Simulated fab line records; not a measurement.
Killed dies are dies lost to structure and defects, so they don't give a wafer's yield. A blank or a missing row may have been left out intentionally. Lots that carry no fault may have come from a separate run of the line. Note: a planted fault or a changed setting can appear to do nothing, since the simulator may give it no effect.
What tool caused it? ; flow sky130 ; 7 lots, 20 wafers sampled, at 4 steps of a route of 708

## WHAT THE GAUGES SHOWED, per wafer
SKY_LOCAL_INTERCONNECT_CD_MEAS_11 targets a cd of 170 nm.
lot;measured;on;cd nm (nm)
L601;day 30 16:53;cd sem-02;170.8 171.3 169.3
L603;day 31 13:40;cd sem-01;169.7 169.8 169.1
L607;day 32 20:51;cd sem-01;168.6 168.6 167.3
L609;day 33 16:24;cd sem-01;171.4 172.5 171.1
L611;day 34 02:50;cd sem-02;169.4 169.5 169.3
L613;day 34 09:48;cd sem-01;171.2 172.9 172.7
L615;day 35 20:43;cd sem-02;169.4 57.7

## TOOL THAT RAN EACH LOT (tool first, then ch and the chambers of the sampled wafers, then the start)
lot;SKY_LDD_P_STRIP_10;SKY_SPACER_ETCHBACK_02;SKY_LOCAL_INTERCONNECT_EXPOSE_08
L601;plasma asher-04 ch 0,1, day 19 06:01;rie diel-01 ch 0,3, day 23 07:07;krf scanner-01 ch 0, day 30 03:53
L603;plasma asher-03 ch 0,1, day 20 11:11;rie diel-01 ch 0,2,3, day 24 08:32;krf scanner-02 ch 0, day 30 23:31
L607;plasma asher-04 ch 0,1, day 21 17:55;rie diel-04 ch 1,3, day 25 15:46;krf scanner-01 ch 0, day 32 07:22
L609;plasma asher-02 ch 0,1, day 22 19:55;rie diel-03 ch 1,2, day 26 15:03;krf scanner-01 ch 0, day 33 02:50
L611;plasma asher-04 ch 0,1, day 23 06:58;rie diel-01 ch 2,3, day 27 01:50;krf scanner-02 ch 0, day 33 14:20
L613;plasma asher-04 ch 0,1, day 23 16:38;rie diel-03 ch 0,2, day 27 09:49;krf scanner-01 ch 0, day 33 21:43
L615;plasma asher-02 ch 0, day 25 07:34;rie diel-04 ch 0,1, day 29 00:34;krf scanner-01 ch 0, day 35 07:52
- SKY_LDD_P_STRIP_10: strips in O2/N2.
- SKY_SPACER_ETCHBACK_02: etches Si3N4 in CH3F/O2, stops on SiO2, time 46.7 s, target depth 45 nm.
- SKY_LOCAL_INTERCONNECT_EXPOSE_08: exposes mask LI1M, target cd 170 nm.

## THE ANSWER, worked out from the rows above alone
Rule: the usual values come from the lots themselves. The widest of any qualifying gaps counts: lots, ordered by their means at a reading, are off when they make up no more than a third of the lots, leave a main group of 4 or more, and stand apart from it by 3 or more times the standard deviation of that group's means. The tables above print the reading to a certain number of digits; a main group whose means all agree to those digits is not used. Also off: a lot with no number at a reading for which 4 or more lots have one. Any other lot the step has rows for is counted as sound.
Off at SKY_LOCAL_INTERCONNECT_CD_MEAS_11 (cd nm): L615. For the main group the mean is 170.2 nm and the standard deviation 1.4.
If a tool, at a process step before that reading, ran all the lots that are off and no sound lot after the first of them, it fits. Those tools and the gauges at SKY_LOCAL_INTERCONNECT_CD_MEAS_11 are tried in the same way. Can't be told from this: 4 tools fit, plasma asher-02 at SKY_LDD_P_STRIP_10, rie diel-04 at SKY_SPACER_ETCHBACK_02, krf scanner-01 at SKY_LOCAL_INTERCONNECT_EXPOSE_08, cd sem-02 at SKY_LOCAL_INTERCONNECT_CD_MEAS_11.

## WHAT WAS PUT IN BY THE SIMULATOR
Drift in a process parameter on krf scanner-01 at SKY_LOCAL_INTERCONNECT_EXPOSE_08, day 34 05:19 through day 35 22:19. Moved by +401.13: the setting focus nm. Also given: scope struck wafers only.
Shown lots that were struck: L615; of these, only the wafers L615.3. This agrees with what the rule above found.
